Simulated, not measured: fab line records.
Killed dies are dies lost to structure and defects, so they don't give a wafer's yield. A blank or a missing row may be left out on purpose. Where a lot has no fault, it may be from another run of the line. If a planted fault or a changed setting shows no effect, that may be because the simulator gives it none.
The tool behind it: which one?	flow sky130	Sampling: 24 lots, 72 wafers, 5 of 708 route steps

## WHAT EACH GAUGE READ, for each wafer
SKY_SONOS_ONO_OVL_MEAS_14.
lot	measured	on	SONOS_ONO_OVL (nm)
L074	day 12 21:43	overlay-01	0.2 0.2 -1.2
L075	day 12 23:46	overlay-02	3.2 3.1 1.0
L076	day 13 10:40	overlay-01	1.7 -1.0 -0.7
L077	day 13 21:04	overlay-02	-1.8 -3.0 -0.2
L078	day 14 02:37	overlay-01	-1.6 -0.7 -2.2
L079	day 14 10:35	overlay-02	-1.7 -2.5 -2.2
L080	day 14 20:34	overlay-01	1.7 1.4 3.6
L081	day 15 08:25	overlay-02	-2.4 -0.9 -3.4
L082	day 15 16:31	overlay-02	-3.0 -2.7 -2.6
L083	day 15 23:04	overlay-01	0.3 0.6 1.6
L084	day 16 02:59	overlay-02	-1.9 -1.4 -1.3
L085	day 16 12:46	overlay-01	0.5 -0.1 1.4
L086	day 16 17:55	overlay-02	-1.0 -0.1 0.6
L087	day 17 02:22	overlay-01	-1.3 -0.8 -1.7
L088	day 17 15:16	overlay-01	0.7 0.6 1.0
L089	day 17 17:34	overlay-01	-1.5 -0.2 -0.8
L090	day 18 02:08	overlay-01	-2.8 -3.9 -4.3
L091	day 18 08:25	overlay-01	-1.9 -2.2 -2.6
L092	day 18 20:58	overlay-01	-1.2 -1.1 0.4
L093	day 19 09:10	overlay-01	-1.7 -0.6 1.1
L094	day 19 13:07	overlay-01	1.3 -1.1 -0.3
L095	day 20 02:16	overlay-01	0.6 -1.1 -2.0
L096	day 20 07:11	overlay-01	-2.6 -4.2 -2.8
L097	day 20 16:13	overlay-01	-0.9 0.7 -0.1

SKY_VIA2_CD_MEAS_12 targets a cd of 200 nm.
lot	measured	on	cd-nm (nm)
L074	day 36 14:48	cd-sem-02	201.2 201.2 200.4
L075	day 36 17:04	cd-sem-02	201.4 202.6 202.5
L076	day 37 04:57	cd-sem-02	199.9 201.8 200.9
L077	day 37 13:10	cd-sem-01	199.0 198.4 199.6
L078	day 37 16:38	cd-sem-01	202.6 201.8 200.1
L079	day 38 16:52	cd-sem-02	199.0 199.4 198.9
L080	day 38 19:39	cd-sem-01	200.4 201.5 201.3
L081	day 38 21:13	cd-sem-01	200.5 200.4 199.5
L082	day 39 06:58	cd-sem-01	199.0 198.7 199.1
L083	day 39 14:32	cd-sem-01	202.2 202.9 202.3
L084	day 39 18:17	cd-sem-02	200.0 201.9 200.4
L085	day 39 21:42	cd-sem-02	197.6 198.8 198.6
L086	day 40 05:43	cd-sem-01	203.5 200.5 201.3
L087	day 40 12:24	cd-sem-01	198.4 197.4 199.4
L088	day 41 00:39	cd-sem-02	201.0 200.1 200.8
L089	day 41 01:41	cd-sem-01	198.1 198.9 199.4
L090	day 41 02:05	cd-sem-02	199.5 200.2 199.7
L091	day 41 10:11	cd-sem-02	199.6 198.3 199.2
L092	day 42 00:03	cd-sem-02	198.6 198.4 198.8
L093	day 42 11:11	cd-sem-01	197.2 197.7 197.0
L094	day 42 10:31	cd-sem-01	199.8 200.3 198.8
L095	day 42 22:03	cd-sem-02	199.0 200.2 201.0
L096	day 43 00:41	cd-sem-02	198.6 201.0 198.8
L097	day 43 07:30	cd-sem-02	200.2 200.0 200.2

SKY_METAL4_OVL_MEAS_14.
lot	measured	on	METAL4_OVL (nm)
L074	day 42 03:58	overlay-01	6 5 3
L075	day 42 05:31	overlay-01	9 0 4
L076	day 42 17:07	overlay-01	9 6 1
L077	day 42 21:37	overlay-02	-6 -5 -3
L078	day 43 01:55	overlay-02	6 0 1
L079	day 43 22:17	overlay-01	-4 -4 -5
L080	day 44 01:58	overlay-02	7 6 3
L081	day 44 05:25	overlay-01	5 -2 1
L082	day 44 12:28	overlay-02	-2 5 0
L083	day 44 21:16	overlay-01	-7 -12 -4
L084	day 44 22:20	overlay-01	0 3 0
L085	day 45 01:10	overlay-01	-1 -4 4
L086	day 45 08:10	overlay-02	4 1 3
L087	day 45 14:25	overlay-01	8 4 6
L088	day 46 00:58	overlay-01	0 -3 -2
L089	day 46 02:19	overlay-01	-4 5 0
L090	day 46 03:20	overlay-02	3 8 2
L091	day 46 10:34	overlay-02	11 13 5
L092	day 46 22:40	overlay-01	1 -4 0
L093	day 47 08:07	overlay-02	-1 6 -2
L094	day 47 06:58	overlay-01	-5 5 -2
L095	day 47 18:05	overlay-01	9 -7 6
L096	day 47 23:29	overlay-01	6 6 -1
L097	day 48 00:25	overlay-02	3 4 3

## WHAT TOOL EACH LOT RAN ON (gives the tool, then ch and the chambers of the sampled wafers, and finally the start)
lot	SKY_POLY_CUT_ETCH_10	SKY_METAL4_SPUTTER_00
L074	rie-diel-03 ch 0,1,3, day 24 14:06	pvd-sputter-03, day 40 01:51
L075	rie-diel-03 ch 0,1,3, day 24 16:39	pvd-sputter-03, day 40 03:53
L076	rie-diel-03 ch 0,3, day 25 06:12	pvd-sputter-02, day 40 15:05
L077	rie-diel-01 ch 1,2,3, day 25 16:15	pvd-sputter-04, day 40 21:43
L078	rie-diel-01 ch 1,3, day 25 20:30	pvd-sputter-03, day 41 01:16
L079	rie-diel-03 ch 0,1,3, day 26 20:51	pvd-sputter-04, day 41 22:58
L080	rie-diel-01 ch 0,1, day 26 23:45	pvd-sputter-04, day 42 02:46
L081	rie-diel-03 ch 0,1,2, day 27 04:33	pvd-sputter-03, day 42 05:07
L082	rie-diel-04 ch 0,1,2, day 27 12:45	pvd-sputter-04, day 42 13:57
L083	rie-diel-03 ch 1,2,3, day 27 23:48	pvd-sputter-02, day 42 20:43
L084	rie-diel-04 ch 0,1, day 28 01:54	pvd-sputter-02, day 42 23:22
L085	rie-diel-03 ch 0,2,3, day 28 08:00	pvd-sputter-03, day 43 02:50
L086	rie-diel-03 ch 0,1, day 28 15:51	pvd-sputter-03, day 43 10:32
L087	rie-diel-03 ch 1,2, day 29 02:21	pvd-sputter-04, day 43 17:06
L088	rie-diel-04 ch 0,2,3, day 29 13:27	pvd-sputter-04, day 44 04:14
L089	rie-diel-04 ch 0,1, day 29 14:53	pvd-sputter-04, day 44 05:37
L090	rie-diel-04 ch 0,1,3, day 29 17:03	pvd-sputter-04, day 44 06:38
L091	rie-diel-01 ch 2,3, day 30 00:53	pvd-sputter-02, day 44 14:05
L092	rie-diel-03 ch 0,3, day 30 15:30	pvd-sputter-02, day 45 02:42
L093	rie-diel-01 ch 0,3, day 31 00:08	pvd-sputter-03, day 45 13:07
L094	rie-diel-03 ch 2,3, day 31 04:06	pvd-sputter-03, day 45 12:07
L095	rie-diel-01 ch 0,1,3, day 31 15:26	pvd-sputter-02, day 45 23:53
L096	rie-diel-04 ch 0,2, day 31 20:44	pvd-sputter-03, day 46 02:41
L097	rie-diel-04 ch 0,3, day 32 03:12	pvd-sputter-02, day 46 07:25
- SKY_POLY_CUT_ETCH_10: etches BARC in N2/H2, stops on SiO2, time 45.9 s, target depth 60 nm.
- SKY_METAL4_SPUTTER_00: material Ti, target thk 15 nm, time 10 s.

## WHAT THE TOOLS THEMSELVES READ (means of the sampled wafers that have a number; where no wafer has one, the mark that the record gives instead)
SKY_POLY_CUT_ETCH_10.
lot	tool	drypump-motor-current-A (A)	oes-product-au (a.u.)	throttle-valve-pct (%)
L074	rie-diel-03	5.6	0.855	13.233
L075	rie-diel-03	5.6	0.859	13.234
L076	rie-diel-03	5.5	0.857	13.230
L077	rie-diel-01	5.4	0.855	13.219
L078	rie-diel-01	5.0	0.850	13.224
L079	rie-diel-03	5.6	0.855	13.225
L080	rie-diel-01	5.1	0.849	13.228
L081	rie-diel-03	5.6	0.854	13.229
L082	rie-diel-04	5.7	0.850	13.221
L083	rie-diel-03	6.1	0.863	13.226
L084	rie-diel-04	5.4	0.857	13.223
L085	rie-diel-03	5.9	0.852	13.227
L086	rie-diel-03	5.2	0.855	13.223
L087	rie-diel-03	6.2	0.855	13.226
L088	rie-diel-04	6.0	0.857	13.224
L089	rie-diel-04	5.4	0.858	13.222
L090	rie-diel-04	5.8	0.853	13.230
L091	rie-diel-01	5.6	0.849	13.225
L092	rie-diel-03	5.4	0.856	13.222
L093	rie-diel-01	5.5	0.854	13.228
L094	rie-diel-03	6.4	0.859	13.218
L095	rie-diel-01	5.3	0.854	13.228
L096	rie-diel-04	5.6	0.857	13.229
L097	rie-diel-04	6.0	0.857	13.223

SKY_METAL4_SPUTTER_00.
lot	tool	throttle-valve-pct (%)
L074	pvd-sputter-03	29.3
L075	pvd-sputter-03	29.3
L076	pvd-sputter-02	29.5
L077	pvd-sputter-04	30.1
L078	pvd-sputter-03	28.9
L079	pvd-sputter-04	30.0
L080	pvd-sputter-04	29.8
L081	pvd-sputter-03	30.2
L082	pvd-sputter-04	30.4
L083	pvd-sputter-02	29.5
L084	pvd-sputter-02	29.9
L085	pvd-sputter-03	28.4
L086	pvd-sputter-03	28.7
L087	pvd-sputter-04	30.4
L088	pvd-sputter-04	30.3
L089	pvd-sputter-04	29.7
L090	pvd-sputter-04	29.9
L091	pvd-sputter-02	29.3
L092	pvd-sputter-02	29.5
L093	pvd-sputter-03	29.6
L094	pvd-sputter-03	28.8
L095	pvd-sputter-02	29.5
L096	pvd-sputter-03	29.3
L097	pvd-sputter-02	29.4

## THE ANSWER, worked out from the rows above alone
Rule: the lots themselves supply what counts as usual. Put in order of their means at a reading, lots are off if they are a third of the lots or fewer, leave a main group of 4 or more, and stand apart from it by a gap of 3 or more times the standard deviation of the main group's means; of several such gaps the widest counts. If all means in a main group match to the digits the tables above print for the reading, that group is not used. Also off: a lot with no number at a reading for which 4 or more lots have one. Where the step has rows for the other lots, those lots are counted as sound. First the gauges in route order, then the tools' own readings, where a lot's mean is used as printed above. The first step at which some lot is off is used, and at that step the reading that is off furthest; a lot without a number counts as furthest.
No lot is off on any of the readings shown, so nothing can be concluded from this.

## WHAT THE SIMULATOR HAD PUT IN
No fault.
